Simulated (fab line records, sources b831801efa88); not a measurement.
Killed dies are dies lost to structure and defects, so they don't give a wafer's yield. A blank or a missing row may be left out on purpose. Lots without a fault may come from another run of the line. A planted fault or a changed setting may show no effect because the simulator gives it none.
Which tool did it? | flow gf180mcu | 13 lots, 38 wafers sampled, at 5 steps of a route of 602

WHAT THE GAUGES READ, wafer by wafer
GF_STI_THK_MEAS_22. Usual: STI_OXIDATION_01_THK 15.14 nm, standard deviation 0.26.
lot  | measured    | on            | STI_OXIDATION_01_THK (nm) | flag
L399 | day 2 09:49 | film_metro-01 | 15.01 14.91 15.24         |
L401 | day 2 19:53 | film_metro-01 | 15.30 15.41 14.91         |
L402 | day 3 04:18 | film_metro-01 | 15.40 15.33 15.39         |
L404 | day 3 17:45 | film_metro-02 | 15.11 15.47 15.33         |
L405 | day 3 17:46 | film_metro-01 | 15.51 15.12 15.56         |
L406 | day 4 01:55 | film_metro-02 | 15.28 15.39 15.44         |
L408 | day 4 11:39 | film_metro-03 | 15.14 15.08 14.99         |
L410 | day 4 22:47 | film_metro-02 | 15.52 15.47 15.47         |
L412 | day 5 06:07 | film_metro-03 | 14.96 15.18 15.04         |
L413 | day 5 09:44 | film_metro-03 | 14.96 14.95               |
L418 | day 6 10:30 | film_metro-01 | 15.25 15.47 15.57         |
L420 | day 6 20:40 | film_metro-02 | 15.31 14.92 14.78         |
L421 | day 7 03:38 | film_metro-03 | 15.30 15.08 15.35         |

GF_VT_IMPLANT_OVL_MEAS_29. Usual: VT_IMPLANT_02_OVL 0.2 nm, standard deviation 1.6.
lot  | measured     | on         | VT_IMPLANT_02_OVL (nm) | flag
L399 | day 7 03:04  | overlay-01 | -3.1 -0.9 -1.9         |
L401 | day 7 17:28  | overlay-02 | 0.7 -0.4 1.9           |
L402 | day 8 11:31  | overlay-01 | 1.9 1.1 2.1            |
L404 | day 9 03:55  | overlay-02 | -0.7 1.0 -0.4          |
L405 | day 9 01:16  | overlay-02 | 0.4 1.5 1.0            |
L406 | day 9 11:46  | overlay-02 | -0.8 -2.7 -2.8         |
L408 | day 9 23:07  | overlay-02 | -1.5 -0.8 1.4          |
L410 | day 10 12:43 | overlay-01 | 2.2 2.7 1.0            |
L412 | day 10 19:40 | overlay-01 | 2.7 0.4 1.0            |
L413 | day 11 03:11 | overlay-01 | 2.7 0.8                |
L418 | day 12 08:10 | overlay-01 | 1.7 1.9 1.9            |
L420 | day 12 20:58 | overlay-02 | 1.0 0.3 1.1            |
L421 | day 13 07:39 | overlay-01 | 0.2 1.2 0.9            |

GF_VT_IMPLANT_RS_MEAS_46: measures by four-point-probe. Usual: MVSD_RS 457.4 ohm/sq, standard deviation 1.1.
lot  | measured     | on            | MVSD_RS (ohm/sq)  | flag
L399 | day 7 20:05  | film_metro-02 | 457.2 454.7 456.3 |
L401 | day 8 09:46  | film_metro-03 | 457.4 457.6 457.9 |
L402 | day 9 05:01  | film_metro-02 | 460.0 457.6 457.1 |
L404 | day 9 22:25  | film_metro-03 | 457.1 456.4 456.7 |
L405 | day 9 19:52  | film_metro-03 | 458.1 458.4 456.7 |
L406 | day 10 06:13 | film_metro-02 | 457.3 456.1 457.1 |
L408 | day 10 17:38 | film_metro-02 | 457.0 457.4 456.0 |
L410 | day 11 07:33 | film_metro-03 | 457.1 458.0 457.6 |
L412 | day 11 14:45 | film_metro-02 | 455.4 437.7 439.5 | OFF
L413 | day 11 22:44 | film_metro-03 | 459.4 440.7       | OFF
L418 | day 13 04:07 | film_metro-04 | 456.1 457.1 456.7 |
L420 | day 13 17:54 | film_metro-02 | 455.2 455.1 455.4 |
L421 | day 14 04:36 | film_metro-03 | 457.9 459.1 458.7 |

WHICH TOOL RAN EACH LOT (tool, then ch and the chambers of the sampled wafers, then the start)
lot  | GF_MVSD_IMPLANT_09              | GF_MVPSD_STRIP_10
L399 | implanter-01 ch 0, day 4 15:47  | plasma_asher-03 ch 0,1, day 5 06:17
L401 | implanter-02 ch 0, day 5 02:59  | plasma_asher-02 ch 0,1, day 5 18:17
L402 | implanter-01 ch 0, day 5 18:50  | plasma_asher-02 ch 0,1, day 6 10:35
L404 | implanter-01 ch 0, day 6 10:04  | plasma_asher-01 ch 0,1, day 7 02:36
L405 | implanter-03 ch 0, day 6 08:35  | plasma_asher-03 ch 0,1, day 7 00:08
L406 | implanter-02 ch 0, day 6 17:18  | plasma_asher-01 ch 0,1, day 7 09:50
L408 | implanter-02 ch 0, day 7 02:58  | plasma_asher-02 ch 0,1, day 7 19:41
L410 | implanter-01 ch 0, day 7 15:38  | plasma_asher-01 ch 0,1, day 8 08:16
L412 | implanter-01 ch 0, day 7 22:38  | plasma_asher-03 ch 0,1, day 8 15:32
L413 | implanter-01 ch 0, day 8 04:32  | plasma_asher-01 ch 0,1, day 8 21:58
L418 | implanter-03 ch 0, day 9 06:23  | plasma_asher-02 ch 0,1, day 10 00:24
L420 | implanter-02 ch 0, day 9 18:23  | plasma_asher-01 ch 0,1, day 10 12:44
L421 | implanter-02 ch 0, day 10 03:08 | plasma_asher-01 ch 0,1, day 10 21:39
- GF_MVSD_IMPLANT_09
- GF_MVPSD_STRIP_10: strips in O2/N2.

WHAT THE TOOLS THEMSELVES READ (means of the sampled wafers that have a number; where no wafer has one, the mark that the record gives instead)
GF_MVSD_IMPLANT_09. Usual: beam_on_s 9.99 s, standard deviation 0.19; faraday_current_uA 28.2, standard deviation 0.56.
lot  | tool         | beam_on_s (s) | faraday_current_uA | flag
L399 | implanter-01 | 10.07         | 28.0               |
L401 | implanter-02 | 9.97          | 28.3               |
L402 | implanter-01 | 9.98          | 28.2               |
L404 | implanter-01 | 10.02         | 28.1               |
L405 | implanter-03 | 10.05         | 28.0               |
L406 | implanter-02 | 10.19         | 27.7               |
L408 | implanter-02 | 10.10         | 27.9               |
L410 | implanter-01 | 10.13         | 27.8               |
L412 | implanter-01 | 11.91         | 24.2               | OFF
L413 | implanter-01 | 11.09         | 25.8               | OFF
L418 | implanter-03 | 10.01         | 28.1               |
L420 | implanter-02 | 9.77          | 28.8               |
L421 | implanter-02 | 10.09         | 28.0               |

GF_MVPSD_STRIP_10. Usual: drypump_motor_current_A 5.6 A, standard deviation 0.41; heater_power_w 316 W, standard deviation 51; oes_product_au 0.723 a.u., standard deviation 0.0044; strip_time_to_endpoint_s 36.95 s, standard deviation 0.096.
lot  | tool            | drypump_motor_current_A (A) | heater_power_w (W) | oes_product_au (a.u.) | strip_time_to_endpoint_s (s) | flag
L399 | plasma_asher-03 | 5.6                         | 366                | 0.722                 | 36.96                        |
L401 | plasma_asher-02 | 5.9                         | 293                | 0.722                 | 36.89                        |
L402 | plasma_asher-02 | 6.0                         | 293                | 0.722                 | 36.97                        |
L404 | plasma_asher-01 | 5.1                         | 305                | 0.719                 | 36.90                        |
L405 | plasma_asher-03 | 5.6                         | 404                | 0.723                 | 37.11                        |
L406 | plasma_asher-01 | 5.4                         | 286                | 0.720                 | 36.99                        |
L408 | plasma_asher-02 | 6.0                         | 295                | 0.717                 | 37.04                        |
L410 | plasma_asher-01 | 5.1                         | 303                | 0.724                 | 36.98                        |
L412 | plasma_asher-03 | 5.6                         | 399                | 0.726                 | 36.98                        |
L413 | plasma_asher-01 | 5.2                         | 290                | 0.722                 | 36.97                        |
L418 | plasma_asher-02 | 5.9                         | 294                | 0.719                 | 36.89                        |
L420 | plasma_asher-01 | 5.1                         | 303                | 0.722                 | 36.86                        |
L421 | plasma_asher-01 | 5.4                         | 285                | 0.718                 | 37.00                        |

THE ANSWER, worked out from the rows above alone
Rule: a lot is off if the mean of its wafers that have a number lies more than 3 standard deviations from the usual mean. A lot without any number at a reading at which 4 lots or more have one is off too. The other lots that the step has rows for count as sound. The gauges are gone through in route order, then the tools' own readings, and for those a lot's mean is taken as printed above. The first step at which some lot is off is used, and at that step the reading that is off furthest; a lot without a number counts as furthest.
Off: L412, L413, at GF_VT_IMPLANT_RS_MEAS_46 (MVSD_RS).
A tool fits if, at a process step before that reading, it ran every lot that is off, and no sound lot after the first of them. The gauges at GF_VT_IMPLANT_RS_MEAS_46 aren't tried: what is off there is off at GF_MVSD_IMPLANT_09 too, on other tools, and a gauge's error can't cause that. One fits: implanter-01 at GF_MVSD_IMPLANT_09. Its last sound lot is L410 (day 7 15:38), its first lot that is off L412 (day 7 22:38): a fault that began between those two fits.
The tool's own readings at GF_MVSD_IMPLANT_09 bear it out: on the lots that are off they differ by more than 5 times the standard deviation of the sound lots' means. beam_on_s reads 11.50 s there against 10.03 s on the sound lots; faraday_current_uA reads 25.0 there against 28.1 on the sound lots.

WHAT THE SIMULATOR HAD PUT IN
Process parameter drift: implanter-01, from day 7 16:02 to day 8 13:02, at GF_MVSD_IMPLANT_09. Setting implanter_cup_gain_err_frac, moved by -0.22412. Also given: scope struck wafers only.
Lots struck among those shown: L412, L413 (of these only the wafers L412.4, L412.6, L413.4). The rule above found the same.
